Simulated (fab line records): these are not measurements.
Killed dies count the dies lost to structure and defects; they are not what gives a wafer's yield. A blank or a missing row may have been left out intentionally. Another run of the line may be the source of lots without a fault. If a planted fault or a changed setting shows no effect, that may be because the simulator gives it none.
Which tool is to blame? || flow gf180mcu || 7 lots, 19 wafers sampled, at 3 steps of a route of 602

WHAT EACH GAUGE READ, for each wafer
GF_HV_LDD_TW_MEAS_23.
{"lot": "L757", "measured": "day 11 01:33", "on": "film metro-03", "HV_LDD_2_TW": "1049 1052 1048"}
{"lot": "L759", "measured": "day 11 15:21", "on": "film metro-03", "HV_LDD_2_TW": "1047 1044 1044"}
{"lot": "L763", "measured": "day 12 22:44", "on": "film metro-04", "HV_LDD_2_TW": "1061 1064 1057"}
{"lot": "L766", "measured": "day 13 18:09", "on": "film metro-03", "HV_LDD_2_TW": "1053 1050 1048"}
{"lot": "L768", "measured": "day 14 17:03", "on": "film metro-03", "HV_LDD_2_TW": "1053 1052 1054"}
{"lot": "L770", "measured": "day 15 05:41", "on": "film metro-03", "HV_LDD_2_TW": "1053 966"}
{"lot": "L774", "measured": "day 16 12:01", "on": "film metro-04", "HV_LDD_2_TW": "968 1052"}

WHICH TOOL RAN EACH LOT (tool, then ch and the chambers of the sampled wafers, then the start)
{"lot": "L757", "GF_VT_IMPLANT_STRIP_31": "plasma asher-01 ch 0,1, day 7 04:38", "GF_HV_LDD_IMPLANT_21": "implanter-01 ch 0, day 11 01:18"}
{"lot": "L759", "GF_VT_IMPLANT_STRIP_31": "plasma asher-01 ch 0, day 7 16:23", "GF_HV_LDD_IMPLANT_21": "implanter-02 ch 0, day 11 15:06"}
{"lot": "L763", "GF_VT_IMPLANT_STRIP_31": "plasma asher-03 ch 0,1, day 8 17:17", "GF_HV_LDD_IMPLANT_21": "implanter-03 ch 0, day 12 22:31"}
{"lot": "L766", "GF_VT_IMPLANT_STRIP_31": "plasma asher-03 ch 0,1, day 9 12:23", "GF_HV_LDD_IMPLANT_21": "implanter-01 ch 0, day 13 17:54"}
{"lot": "L768", "GF_VT_IMPLANT_STRIP_31": "plasma asher-04 ch 0,1, day 10 04:23", "GF_HV_LDD_IMPLANT_21": "implanter-03 ch 0, day 14 16:48"}
{"lot": "L770", "GF_VT_IMPLANT_STRIP_31": "plasma asher-04 ch 1, day 10 16:02", "GF_HV_LDD_IMPLANT_21": "implanter-01 ch 0, day 15 05:28"}
{"lot": "L774", "GF_VT_IMPLANT_STRIP_31": "plasma asher-04 ch 0,1, day 11 18:56", "GF_HV_LDD_IMPLANT_21": "implanter-01 ch 0, day 16 11:47"}
- GF_VT_IMPLANT_STRIP_31: strips in O2/N2.
- GF_HV_LDD_IMPLANT_21

THE ANSWER, worked out from the rows above alone
Rule: usual is defined by the lots themselves. Put in order of their means at a reading, lots are off if they are a third of the lots or fewer, leave a main group of 4 or more, and stand apart from it by a gap of 3 or more times the standard deviation of the main group's means; of several such gaps the widest counts. If all means in a main group match to the digits the tables above print for the reading, that group is not used. Also off: a lot with no number at a reading for which 4 or more lots have one. The other lots that the step has rows for count as sound.
Off: L770, L774, seen at GF_HV_LDD_TW_MEAS_23 (HV_LDD_2_TW). Mean 1052 and standard deviation 5.2 in the main group.
A tool fits if, at a process step before that reading, it ran every lot that is off, and no sound lot after the first of them. The gauges at GF_HV_LDD_TW_MEAS_23 are tried like those tools. Undecided on this evidence; 2 tools fit (plasma asher-04 at GF_VT_IMPLANT_STRIP_31, implanter-01 at GF_HV_LDD_IMPLANT_21).

WHAT THE SIMULATOR HAD INSERTED
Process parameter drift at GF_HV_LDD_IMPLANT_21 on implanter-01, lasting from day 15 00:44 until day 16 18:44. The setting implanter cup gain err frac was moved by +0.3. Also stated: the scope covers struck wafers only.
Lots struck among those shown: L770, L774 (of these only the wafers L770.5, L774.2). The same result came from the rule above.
